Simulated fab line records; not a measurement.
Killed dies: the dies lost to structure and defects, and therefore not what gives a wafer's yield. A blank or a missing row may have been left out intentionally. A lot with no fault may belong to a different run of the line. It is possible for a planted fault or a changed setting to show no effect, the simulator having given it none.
The same fault as seen by 2 desks + flow gf180mcu + numbers are kept per desk, each desk with only its own; the story behind them comes last

TOOL OWNER'S DESK, pecvd-04
The tool's own readings at GF_V3_CVD_02 (deposits SiO2 from TEOS, target thk 850 nm, time 94.851 s): means of the sampled wafers that have a number, for each lot that ran on this tool. A lot is out of limits, marked OUT, if its mean lies more than 4 standard deviations from the usual mean; the brackets give that distance.
Columns: A = heater power w at GF_V3_CVD_02, usual 609 W; B = rf fwd power W at GF_V3_CVD_02, usual 596.9 W; C = susceptor temp C at GF_V3_CVD_02, usual 400.02 C
| lot  | first seen here | A   | B               | C      |
|------|-----------------|-----|-----------------|--------|
| L696 | day 23 09:55    | 641 | 596.4           | 400.32 |
| L698 | day 24 06:30    | 591 | 596.5           | 399.98 |
| L700 | day 24 17:49    | 711 | 565.5 (-12) OUT | 400.10 |
| L702 | day 25 10:16    | 709 | 530.8 (-25) OUT | 400.11 |
| L714 | day 29 04:13    | 730 | 595.3           | 400.08 |
This desk's finding: out of limits on L700, L702; first on L700, day 24 17:49 (rf fwd power W at GF_V3_CVD_02). Within limits: L696, L698, L714.

AT THE METROLOGY DESK
Means of the sampled wafers that have a number, per lot and without regard to the tool the lot ran on: this is what the gauges read. A lot is out of limits, marked OUT, if its mean lies more than 4 standard deviations from the usual mean; the brackets give that distance.
Columns: A = M3_OVL at GF_M3_OVL_MEAS_15, usual 1 nm; B = V3_CVD_02_THK at GF_V3_THK_MEAS_03, usual 850 nm; C = cd nm at GF_V3_CD_MEAS_14, usual 259.8 nm
| lot  | first seen here | A  | B   | C     |
|------|-----------------|----|-----|-------|
| L691 | day 21 04:43    | 7  | 850 | 260.0 |
| L696 | day 23 08:56    | -2 | 848 | 260.2 |
| L697 | day 23 13:59    | 1  | 840 | 257.9 |
| L698 | day 24 05:38    | 2  | 851 | 259.3 |
| L700 | day 24 16:58    | 0  | 843 | 260.6 |
| L702 | day 25 09:28    | -1 | 830 | 260.7 |
| L708 | day 27 05:59    | 3  | 856 | 261.3 |
| L709 | day 27 15:38    | 10 | 858 | 260.2 |
| L710 | day 28 02:27    | -1 | 851 | 258.7 |
| L711 | day 28 03:46    | 1  | 837 | 261.1 |
| L713 | day 28 17:46    | 1  | 845 | 259.5 |
| L714 | day 29 03:17    | -4 | 844 | 261.6 |
Result from this desk: across the 12 lots, nothing is out of limits.

TAKEN TOGETHER
An alarm could have come from the tool owner's desk at day 24 17:49, on L700, L702.
The metrology desk saw nothing out of limits.
The metrology desk holds a record of L700, L702, inside its limits.
Every lot named ran GF_V3_CVD_02 on pecvd-04.

WHAT HAD BEEN PUT IN BY THE SIMULATOR
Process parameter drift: pecvd-04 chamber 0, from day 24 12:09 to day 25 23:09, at GF_V3_CVD_02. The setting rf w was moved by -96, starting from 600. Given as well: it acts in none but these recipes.
Struck lots among those shown: L700, L702.
How many hours passed from the start of the fault until each desk's first out-of-limits reading: the tool owner's desk, 6.
